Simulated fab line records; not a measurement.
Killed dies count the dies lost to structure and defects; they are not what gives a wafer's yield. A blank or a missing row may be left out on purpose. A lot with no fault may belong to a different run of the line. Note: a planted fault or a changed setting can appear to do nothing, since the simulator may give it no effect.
Struck lot and sound lot, side by side    flow sky130    43 out of 708 route steps
Sound: the wafers L624.1, L624.4, L624.5. The struck wafers were L639.1, L639.2, L639.5. Last of all comes the cause.
Each step with rows lists, per side, the tool, then ch with its chambers, then its first start. Under that, the readings that differ: sound wafers    struck wafers    difference of the means    sigmas: that difference in standard deviations of wafers without a fault.
alike: a reading whose means differ by less than 2 such deviations, as well as words and numbers matching on both sides. not compared: withheld readings; readings where some wafer has no value; bounds like >300 that might hide an equal value; numbers whose values overlap and for which the record gives no deviation.
Wherever a step has rows on one side only, a row that says differs or no value, or a row with sigmas, the two part there. When numbers do not overlap yet have no deviation, they are printed without sigmas and do not part them. Lack of a reading on every wafer of one side parts them only where that side has two or more wafers.

SKY_VT_ADJUST_PCH_TW_MEAS_10:
  sound on filmMetro-03, day 11 16:00; struck on filmMetro-02, day 16 12:20
  alike: VT_ADJUST_PCH_TW
then, 7 steps without rows for these wafers: SKY_SONOS_TUNNEL_DEHYDRATE_00 (time 60 s); SKY_SONOS_TUNNEL_HMDS_01 (prime time 60 s); SKY_SONOS_TUNNEL_COAT_02 (resist thk 1140 nm); SKY_SONOS_TUNNEL_SOFTBAKE_03 (time 60 s); SKY_SONOS_TUNNEL_EXPOSE_04 (exposes mask TUNM, target cd 410 nm); SKY_SONOS_TUNNEL_PEB_05; SKY_SONOS_TUNNEL_DEVELOP_06 (develop time 60 s).
SKY_SONOS_TUNNEL_CD_MEAS_07: target cd 410 nm.
  sound on cdSem-02, day 12 15:10; struck on cdSem-01, day 17 17:36
  alike: cdNm
SKY_SONOS_TUNNEL_OVL_MEAS_08:
  sound on overlay-01, day 12 15:17; struck on overlay-02, day 17 17:43
  alike: SONOS_TUNNEL_OVL
then, 2 steps without rows for these wafers: SKY_SONOS_TUNNEL_IMPLANT_09; SKY_SONOS_TUNNEL_WET_ETCH_10 (etches SiO2 in dHF, target depth 14 nm, time 280 s).
SKY_SONOS_TUNNEL_STRIP_11: strips in SPM, time 600 s.
  sound on wetBench-04 ch 3, day 12 15:34; struck on wetBench-02 ch 2, day 17 17:59
SKY_SONOS_TUNNEL_TW_MEAS_12:
  sound on filmMetro-02, day 12 15:46; struck on filmMetro-01, day 17 18:11
reading          sound              struck             difference  sigmas
SONOS_TUNNEL_TW  195.6 195.4 196.9  199.7 200.3 199.5  +3.9        +2
then, 2 steps without rows for these wafers: SKY_SONOS_TUNNEL_CLEAN_13 (cleans in dHF, time 20 s); SKY_SONOS_ONO_OXIDATION_00 (stabilise 600 s, purge 300 s, target thk 2.6 nm).
SKY_SONOS_ONO_THK_MEAS_01:
  sound on filmMetro-02, day 12 17:11; struck on filmMetro-02, day 17 20:08
  alike: SONOS_ONO_OXIDATION_THK
then, 1 step without rows for these wafers: SKY_SONOS_ONO_CVD_02 (deposits Si3N4 from DCS/NH3, target thk 10.5 nm, time 180 s).
SKY_SONOS_ONO_THK_MEAS_03:
  sound on filmMetro-03, day 12 18:17; struck on filmMetro-02, day 17 21:14
  alike: SONOS_ONO_CVD_02_THK
then, 1 step without rows for these wafers: SKY_SONOS_ONO_CVD_04 (deposits SiO2 from SiH4/N2O, target thk 5.7199 nm).
SKY_SONOS_ONO_THK_MEAS_05:
  sound on filmMetro-02, day 12 19:36; struck on filmMetro-04, day 17 22:33
  alike: SONOS_ONO_CVD_04_THK
then, 7 steps without rows for these wafers: SKY_SONOS_ONO_DEHYDRATE_06 (time 60 s); SKY_SONOS_ONO_HMDS_07 (prime time 60 s); SKY_SONOS_ONO_COAT_08 (resist thk 1140 nm); SKY_SONOS_ONO_SOFTBAKE_09 (time 60 s); SKY_SONOS_ONO_EXPOSE_10 (exposes mask ONOM, target cd 410 nm); SKY_SONOS_ONO_PEB_11; SKY_SONOS_ONO_DEVELOP_12 (develop time 60 s).
SKY_SONOS_ONO_CD_MEAS_13: target cd 410 nm.
  sound on cdSem-02, day 13 21:15; struck on cdSem-02, day 19 05:04
  alike: cdNm
SKY_SONOS_ONO_OVL_MEAS_14:
  sound on overlay-01, day 13 21:22; struck on overlay-01, day 19 05:11
  alike: SONOS_ONO_OVL
SKY_SONOS_ONO_ETCH_15: etches the open film in CHF3/O2, target depth 19.52 nm, time 7.8 s.
  sound on rieDiel-01 ch 0,2, day 13 21:25; struck on rieDiel-01 ch 0,2,3, day 19 05:13
  alike: drypumpMotorCurrentA, oesProductAu, throttleValvePct
  not compared: rfHoursCounterH
then, 1 step without rows for these wafers: SKY_SONOS_ONO_WET_ETCH_16 (etches SiO2 in dHF, target depth 14 nm, time 280 s).
SKY_SONOS_ONO_STRIP_17: strips in O2/N2.
  sound on plasmaAsher-03 ch 0,1, day 13 21:31; struck on plasmaAsher-01 ch 0,1, day 19 05:20
  alike: drypumpMotorCurrentA, oesProductAu, stripTimeToEndpointS
  not compared: rfHoursCounterH
then, 3 steps without rows for these wafers: SKY_SONOS_ONO_WET_ETCH_18 (etches Si3N4 in H3PO4, target depth 15 nm, time 172 s); SKY_GATE_OXIDE_CLEAN_00 (cleans in SC1/SC2, time 150 s); SKY_GATE_OXIDE_OXIDATION_01 (stabilise 600 s, purge 300 s, target thk 10.268 nm).
SKY_GATE_OXIDE_THK_MEAS_02:
  sound on filmMetro-01, day 13 23:37; struck on filmMetro-03, day 19 08:48
reading                           sound              struck           difference  sigmas
GATE_OXIDE_OXIDATION_00_THK (nm)  10.61 10.66 10.61  10.04 9.91 9.98  -0.65       -3
then, 5 steps without rows for these wafers: SKY_GATE_OXIDE_DEHYDRATE_03 (time 60 s); SKY_GATE_OXIDE_HMDS_04 (prime time 60 s); SKY_GATE_OXIDE_COAT_05 (resist thk 1140 nm); SKY_GATE_OXIDE_SOFTBAKE_06 (time 60 s); SKY_GATE_OXIDE_EXPOSE_07 (exposes mask LVOM, target cd 600 nm).
-- a jump in the record: the struck wafers' starts before and after are 31 days apart (it breaks off in module GATE_OXIDE and resumes in module PAD_OPEN, where the first step shown is number 708 of the route) --
SKY_PAD_OPEN_PROBE_99:
  only the struck wafers here have rows in the record (prober-01, day 50 17:31); the sound ones have none

WHERE THEY PART
Earliest at SKY_SONOS_TUNNEL_TW_MEAS_12; latest, in this record, at SKY_PAD_OPEN_PROBE_99.

WHY: what had been put in by the simulator
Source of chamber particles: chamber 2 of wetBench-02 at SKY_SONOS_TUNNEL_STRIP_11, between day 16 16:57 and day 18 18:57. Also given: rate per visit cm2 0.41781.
